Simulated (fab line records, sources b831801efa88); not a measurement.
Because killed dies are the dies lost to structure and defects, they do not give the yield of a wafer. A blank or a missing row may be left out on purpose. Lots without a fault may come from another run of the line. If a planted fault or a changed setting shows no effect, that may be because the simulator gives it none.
Code-filled problem report in 8D (eight disciplines) form | flow gf180mcu | the parts of the form that need people (team, actions taken, sign-off) are left out

## 1. PROBLEM STATEMENT
Wafers with no fault read 7.36 s with a standard deviation of 0.042, whereas stripTimeToEndpointS at GF_M3_STRIP_17 reads a mean of 8.26 s on 1 wafer of 1 lot. Relative to the usual mean, that is a shift of +21 standard deviations.
The step: strips in O2/N2.
First observed at day 24 22:38: wafer L902.5, on plasmaAsher-01. Wafers with a number at this step in the record: 38, from 13 lots. Rule for "out" (also "out of limits"): further than 4 standard deviations from the usual mean. All remaining wafers that have a number are taken as sound.

## 2. WHAT IT IS, WHAT IT ISN'T
question                    | is                                 | is not
which readings at this step | stripTimeToEndpointS, oesProductAu | drypumpMotorCurrentA, heaterPowerW
which lots                  | L902                               | L892, L893, L894, L895, L901, L905, L908, L911, L912, L913, L914, L915
which wafers of those lots  | L902.5                             | L902.2
read on which tools         | plasmaAsher-01                     | plasmaAsher-03, plasmaAsher-04
when                        | from day 24 22:38                  | up to then (16 sound wafers); but 21 sound wafers of L905, L908, L911, L912, L913, L914, L915 came after

## 3. SUSPECTS, AND WHAT RULES EACH OUT
Counting: any tool at a process step up to the reading remains a suspect provided it ran every lot that is out. Sound lots after the first of them don't rule it out here, since some wafers of a struck lot are sound.
- lithoTrack-04 at GF_M3_COAT_09 (resist thk 1000 nm): kept. The lot that is out, L902, ran on it at day 24 11:47; the last sound lot it ran before that was L895, at day 21 19:50.
- plasmaAsher-01 at GF_M3_STRIP_17 (strips in O2/N2): kept. The lot that is out, L902, ran on it at day 24 22:38; the last sound lot it ran before that was L893, at day 21 15:50. On those wafers its own readings are out: oesProductAu, stripTimeToEndpointS.
- Within plasmaAsher-01 at GF_M3_STRIP_17, the wafers that are out were processed in chamber 1 and their sound lot-mates in chamber 0.
Left after counting: lithoTrack-04 at GF_M3_COAT_09, plasmaAsher-01 at GF_M3_STRIP_17.

## 4. THE CAUSE (what the simulator had put in)
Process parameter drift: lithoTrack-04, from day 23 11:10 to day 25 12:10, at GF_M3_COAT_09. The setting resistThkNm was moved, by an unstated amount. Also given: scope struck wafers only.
Counting leaves 2 suspects; this tool is one of them.

## 5. THE CHAIN OF EFFECTS, in route order
Each row: a reading where the mean over the struck wafers with a number is more than 3 standard deviations away from the usual. Readings are gone through only where the record gives a usual standard deviation; hours: the median, over the lots, of the time from a lot's start at the first step in this table giving one to that lot's start at this step; sigmas: the change measured in usual standard deviations.
hours | step           | reading              | usual      | on struck wafers | change | sigmas
0     | GF_M3_STRIP_17 | oesProductAu         | 0.537 a.u. | 0.569            | +0.032 | +6.5
0     | GF_M3_STRIP_17 | stripTimeToEndpointS | 7.36 s     | 8.26             | +0.90  | +21
Process steps it contains:
- GF_M3_STRIP_17: strips in O2/N2.

## 6. HOW IT WOULD HAVE BEEN CAUGHT EARLIER
The fault began at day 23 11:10; the first out-of-limits reading in this record came at day 24 22:38, 35 hours later.
Lots out: 1; all had begun GF_M3_COAT_09 on lithoTrack-04 by day 24 22:38. None of them would have been spared by holding the tool at that moment.
